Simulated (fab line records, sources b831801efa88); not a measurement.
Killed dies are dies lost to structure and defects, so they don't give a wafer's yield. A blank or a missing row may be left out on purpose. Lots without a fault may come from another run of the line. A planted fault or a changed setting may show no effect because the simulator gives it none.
Chamber matching | flow sky130 | SKY_VIA1_CMP_24 on cmp-02: 4 sister chambers
The step polishes, stops on SiO2, t overpolish 15 s, target thk 0 nm. 8 wafers are shown with their chamber, then 8 later ones without.

WAFERS WITH THEIR CHAMBER
wafer  | chamber | motor_current_A (A) | time_to_endpoint_s (s)
L565.2 | 2       | 12.9                | 63.4
L566.1 | 3       | 10.9                | 69.2
L566.2 | 0       | 10.7                | 66.0
L566.3 | 2       | 13.8                | 67.9
L568.2 | 3       | 10.9                | 64.1
L568.3 | 1       | 10.0                | 63.3
L568.6 | 0       | 11.2                | 61.6
L570.1 | 1       | 10.2                | 66.9

WAFERS WITHOUT THEIR CHAMBER
wafer  | motor_current_A (A) | time_to_endpoint_s (s)
L570.3 | 10.3                | 69.5
L570.4 | 11.1                | 62.6
L572.1 | 10.9                | 63.4
L572.4 | 10.9                | 60.5
L572.5 | 11.3                | 65.9
L574.2 | 10.9                | 64.5
L574.5 | 13.1                | 64.4
L574.6 | 10.3                | 64.3

WHICH CHAMBER EACH WENT THROUGH
wafer  | from the rows above          | in truth
L570.3 | can't be placed: 1 or 3 or 0 | 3
L570.4 | can't be placed: 0 or 3      | 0
L572.1 | can't be placed: 0 or 3      | 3
L572.4 | can't be placed: 0 or 3 or 1 | 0
L572.5 | can't be placed: 3 or 0      | 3
L574.2 | can't be placed: 0 or 3 or 1 | 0
L574.5 | 2                            | 2
L574.6 | can't be placed: 1 or 0 or 3 | 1
Placed correctly: 1 of 8. Can't be placed from these rows: 7 (the true chamber is among the candidates in 7). Placed wrongly: 0.
How it was worked out, from the rows above alone: a wafer's distance from a chamber is the root of the sum, over the readings, of the square of ((its reading less the chamber's mean) divided by the reading's scatter). The wafer belongs to the nearest chamber; if the next one is less than 2 further off, it can't be placed. A chamber's mean is the mean of its shown wafers. The scatter: the root of (the sum of the squares of (reading less its chamber's mean) over the shown wafers, divided by (wafers less chambers)).
